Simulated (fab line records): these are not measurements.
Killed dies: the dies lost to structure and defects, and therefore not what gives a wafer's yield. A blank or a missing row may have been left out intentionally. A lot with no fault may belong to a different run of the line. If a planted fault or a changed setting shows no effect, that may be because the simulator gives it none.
Which tool was responsible? / flow gf180mcu / route of 602 steps, sampled at 1 step: 12 lots, 36 wafers

WHAT EACH GAUGE READ, for each wafer
GF_M2_CD_MEAS_14: the cd target is 280 nm.
lot=L075; measured=day 19 09:56; on=cdSem-02; cdNm (nm)=279.1 278.5 280.0
lot=L077; measured=day 19 23:19; on=cdSem-01; cdNm (nm)=279.5 279.1 278.8
lot=L079; measured=day 21 00:14; on=cdSem-01; cdNm (nm)=278.2 278.4 277.3
lot=L081; measured=day 21 23:04; on=cdSem-02; cdNm (nm)=279.5 278.9 279.8
lot=L083; measured=day 22 13:14; on=cdSem-01; cdNm (nm)=280.0 280.4 278.6
lot=L085; measured=day 23 10:58; on=cdSem-02; cdNm (nm)=280.6 281.4 280.4
lot=L087; measured=day 24 02:40; on=cdSem-02; cdNm (nm)=278.6 278.6 278.4
lot=L089; measured=day 24 21:11; on=cdSem-01; cdNm (nm)=279.4 280.6 280.8
lot=L091; measured=day 25 22:46; on=cdSem-01; cdNm (nm)=280.1 279.6 280.0
lot=L093; measured=day 26 06:26; on=cdSem-02; cdNm (nm)=277.8 278.1 278.1
lot=L095; measured=day 26 13:49; on=cdSem-01; cdNm (nm)=280.8 281.5 280.2
lot=L097; measured=day 27 06:53; on=cdSem-01; cdNm (nm)=278.9 279.7 278.9

EACH LOT AND THE TOOL THAT RAN IT (in order: tool; ch and the chambers of the sampled wafers; start)
The record shows no process step preceding these readings.

THE ANSWER, worked out from the rows above alone
Rule: usual is defined by the lots themselves. Put in order of their means at a reading, lots are off if they are a third of the lots or fewer, leave a main group of 4 or more, and stand apart from it by a gap of 3 or more times the standard deviation of the main group's means; of several such gaps the widest counts. A main group is skipped when, at the precision printed for the reading in the tables above, its means are all equal. Also off: a lot with no number at a reading for which 4 or more lots have one. All remaining lots with rows at the step are treated as sound.
Across all readings shown, no lot is off: no conclusion can be drawn from this.

WHAT THE SIMULATOR HAD PUT IN
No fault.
